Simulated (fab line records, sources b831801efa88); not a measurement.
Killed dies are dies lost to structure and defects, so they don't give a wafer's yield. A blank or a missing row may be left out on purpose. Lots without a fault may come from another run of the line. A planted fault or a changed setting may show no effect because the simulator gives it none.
Chamber matching | flow sky130 | SKY_VIA4_CMP_02 on cmp-02: 4 sister chambers
The step polishes SiO2. 16 wafers are shown with their chamber, then 8 later ones without.

WAFERS WITH THEIR CHAMBER
wafer  | chamber | motor_current_A (A) | head_pressure_psi (psi) | edge_zone_pressure_frac
L858.2 | 0       | 11.5                | 4.006                   | 1.007
L858.3 | 3       | 11.2                | 4.013                   | 0.995
L858.4 | 1       | 10.7                | 4.018                   | 1.000
L865.1 | 1       | 10.9                | 3.986                   | 0.998
L865.3 | 2       | 12.0                | 4.006                   | 1.007
L865.4 | 3       | 11.3                | 3.997                   | 0.999
L866.2 | 2       | 12.0                | 4.013                   | 1.001
L866.5 | 2       | 12.8                | 4.005                   | 0.995
L866.6 | 3       | 11.2                | 3.994                   | 0.998
L870.1 | 1       | 10.8                | 3.991                   | 1.002
L870.2 | 3       | 11.5                | 3.986                   | 1.002
L870.6 | 2       | 11.7                | 3.986                   | 0.997
L871.2 | 2       | 11.8                | 4.010                   | 1.004
L871.4 | 3       | 11.4                | 3.997                   | 0.995
L871.5 | 0       | 11.5                | 4.010                   | 0.998
L878.1 | 0       | 11.7                | 4.003                   | 0.993

SIGNATURES (means of the wafers above)
reading                 | chamber 0 | chamber 1 | chamber 2 | chamber 3 | scatter within a chamber
motor_current_A         | 11.567    | 10.800    | 12.060    | 11.320    | 0.269
head_pressure_psi       | 4.00633   | 3.99833   | 4.00400   | 3.99740   | 0.011
edge_zone_pressure_frac | 0.99933   | 1.00000   | 1.00080   | 0.99780   | 0.00447
Rule: a wafer's distance from a chamber is the root of the sum, over the readings, of the square of ((its reading less the chamber's mean) divided by the reading's scatter). The wafer belongs to the nearest chamber; if the next one is less than 2 further off, it can't be placed. The scatter: the root of (the sum of the squares of (reading less its chamber's mean) over the shown wafers, divided by (wafers less chambers)).

WAFERS WITHOUT THEIR CHAMBER
wafer  | motor_current_A (A) | head_pressure_psi (psi) | edge_zone_pressure_frac
L878.4 | 12.3                | 4.000                   | 1.003
L878.5 | 12.4                | 4.003                   | 1.012
L879.3 | 11.9                | 4.010                   | 1.002
L879.4 | 10.7                | 4.003                   | 1.004
L879.5 | 10.9                | 4.002                   | 1.005
L880.1 | 10.8                | 3.997                   | 1.000
L880.3 | 11.0                | 3.997                   | 1.009
L880.5 | 11.3                | 4.001                   | 0.996

WHICH CHAMBER EACH WENT THROUGH
wafer  | from the rows above          | in truth
L878.4 | can't be placed: 2 or 0      | 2
L878.5 | can't be placed: 2 or 0      | 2
L879.3 | can't be placed: 2 or 0 or 3 | 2
L879.4 | can't be placed: 1 or 3      | 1
L879.5 | can't be placed: 1 or 3 or 0 | 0
L880.1 | can't be placed: 1 or 3      | 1
L880.3 | can't be placed: 1 or 3 or 0 | 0
L880.5 | can't be placed: 3 or 0 or 1 | 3
Placed correctly: 0 of 8. Can't be placed from these rows: 8 (the true chamber is among the candidates in 8). Placed wrongly: 0.
